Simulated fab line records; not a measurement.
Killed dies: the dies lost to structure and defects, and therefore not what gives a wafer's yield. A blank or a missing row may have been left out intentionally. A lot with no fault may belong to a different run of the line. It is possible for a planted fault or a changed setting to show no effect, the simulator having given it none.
Problem report, 8D (eight disciplines) form, completed by code -- flow gf180mcu -- the parts of the form that need people (team, actions taken, sign-off) are left out

1. THE PROBLEM
rotation-deg at GF_HV_LDD_IMPLANT_33 reads a mean of -56.546 degrees on 6 wafers of 2 lots; wafers without a fault read 0.004 degrees with a standard deviation of 0.017. So: -99 or more standard deviations from the usual mean.
Seen first at day 17 19:49 on implanter-03, wafer L549.1. Wafers with a number at this step in the record: 42, from 14 lots. Rule for "out", or "out of limits": more than 4 standard deviations from the usual mean. The rest of the wafers with a number are treated as sound.

2. WHAT IT IS, WHAT IT ISN'T
question,is,is not
which readings at this step,rotation-deg,"dose-ions-cm2, end-station-pressure-torr"
which lots,"L549, L550","L530, L531, L533, L534, L535, L537, L538, L540, L541, L542, L551, L552"
which wafers of those lots,all that have a number,-
read on which tools,implanter-03,"implanter-02, implanter-04"
when,from day 17 19:49,"up to then (30 sound wafers); but 6 sound wafers of L551, L552 came after"

3. WHAT RULES OUT EACH SUSPECT
Counting: a tool stays on the suspect list if, at a process step up to the reading, it processed all lots that are out and no sound lot following the first of them.
- implanter-03 at GF_HV_LDD_IMPLANT_33: kept. All lots that are out passed through it, beginning with L549 at day 17 19:49, and no sound lot followed; its final sound lot before that point was L542 at day 16 02:28. Its own rotation-deg readings are out on those wafers.
Left after counting: implanter-03 at GF_HV_LDD_IMPLANT_33.

4. THE CAUSE (what the simulator had put in)
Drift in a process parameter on implanter-03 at GF_HV_LDD_IMPLANT_33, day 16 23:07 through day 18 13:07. The setting rotation-deg was moved by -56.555, starting from 0. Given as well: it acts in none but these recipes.
Only this tool survived the counting.

5. THE CHAIN OF EFFECTS, in route order
Each row: a reading whose mean over the struck wafers that have a number lies more than 3 standard deviations from the usual. Scope: only readings with a usual standard deviation given in the record; hours: median across lots of the time from each lot's start at the first step in this table that gives one to its start at this step; sigmas: change in usual standard deviations.
hours,step,reading,usual,on struck wafers,change,sigmas
0,GF_HV_LDD_IMPLANT_33,rotation-deg,0.004 degrees,-56.546,-56.550,-99 or more
It contains these process steps:
- GF_HV_LDD_IMPLANT_33
At these later measuring or inspecting steps, every struck wafer for which the step has a row has a number for every such reading, and none has moved that far: GF_HV_LDD_OVL_MEAS_47.

6. HOW IT WOULD HAVE BEEN CAUGHT EARLIER
In this record no reading fell out of limits until day 17 19:49, 21 hours after the fault had begun at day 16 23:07.
